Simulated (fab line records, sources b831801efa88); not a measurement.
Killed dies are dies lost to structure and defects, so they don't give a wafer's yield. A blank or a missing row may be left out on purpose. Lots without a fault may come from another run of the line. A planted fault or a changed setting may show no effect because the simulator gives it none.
Problem report in the 8D (eight disciplines) form, filled by code | flow gf180mcu | the parts of the form that need people (team, actions taken, sign-off) are left out

1. THE PROBLEM
run_length_s at GF_TOP_METAL_METAL_ETCH_16 reads a mean of 234.7 s on 6 wafers of 2 lots; wafers without a fault read 228.1 s with a standard deviation of 0.92. That is +7.2 standard deviations from the usual mean.
The step: etches the open film in Cl2/BCl3, stops on SiO2, target depth 1197 nm, time 199.5 s.
First seen on wafer L784.1, day 31 14:49, on rie_metal-01. The record holds 18 wafers of 6 lots with a number at this step. Rule for "out", or "out of limits": more than 4 standard deviations from the usual mean. The other wafers with a number count as sound.

2. WHAT IT IS AND WHAT IT IS NOT
question                    | is                     | is not
which readings at this step | run_length_s           | drypump_motor_current_A, rf_fwd_power_W
which lots                  | L784, L785             | L777, L781, L794, L796
which wafers of those lots  | all that have a number | -
read on which tools         | rie_metal-01           | rie_metal-03, rie_metal-04
when                        | from day 31 14:49      | up to then (6 sound wafers); but 6 sound wafers of L794, L796 came after

3. SUSPECTS, AND WHAT RULES EACH OUT
Counting: a tool at a process step up to the reading stays a suspect if it ran every lot that is out and no sound lot after the first of them.
- pvd_sputter-03 at GF_TOP_METAL_SPUTTER_04 (material TiN, target thk 25 nm, time 20.8 s): kept. It ran every lot that is out, first L784 (day 30 21:37), and no sound lot after that.
- rie_metal-01 at GF_TOP_METAL_METAL_ETCH_16 (etches the open film in Cl2/BCl3, stops on SiO2, target depth 1197 nm, time 199.5 s): kept. It ran every lot that is out, first L784 (day 31 14:49), and no sound lot after that; its last sound lot up to then is L781 (day 30 05:57). Its own readings are out on those wafers: run_length_s.
Left after counting: pvd_sputter-03 at GF_TOP_METAL_SPUTTER_04, rie_metal-01 at GF_TOP_METAL_METAL_ETCH_16.

4. THE CAUSE (what the simulator had put in)
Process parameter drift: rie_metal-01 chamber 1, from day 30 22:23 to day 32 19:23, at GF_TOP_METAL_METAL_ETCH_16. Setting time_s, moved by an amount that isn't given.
Counting left 2 suspects, and this tool is among them.

5. THE CHAIN OF EFFECTS, in route order
Each row: a reading whose mean over the struck wafers that have a number lies more than 3 standard deviations from the usual. Only readings for which the record gives a usual standard deviation are gone through. hours: the time from each lot's start at the first step in this table that gives one to its start at this step, as a median over the lots. sigmas: the change in usual standard deviations.
hours | step                       | reading      | usual   | on struck wafers | change | sigmas
0     | GF_TOP_METAL_METAL_ETCH_16 | run_length_s | 228.1 s | 234.7            | +6.6   | +7.2
The process steps in it:
- GF_TOP_METAL_METAL_ETCH_16: etches the open film in Cl2/BCl3, stops on SiO2, target depth 1197 nm, time 199.5 s.

6. WHAT WOULD HAVE CAUGHT IT SOONER
In this record the first reading out of limits was taken at day 31 14:49, 16 hours after the fault began at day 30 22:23.
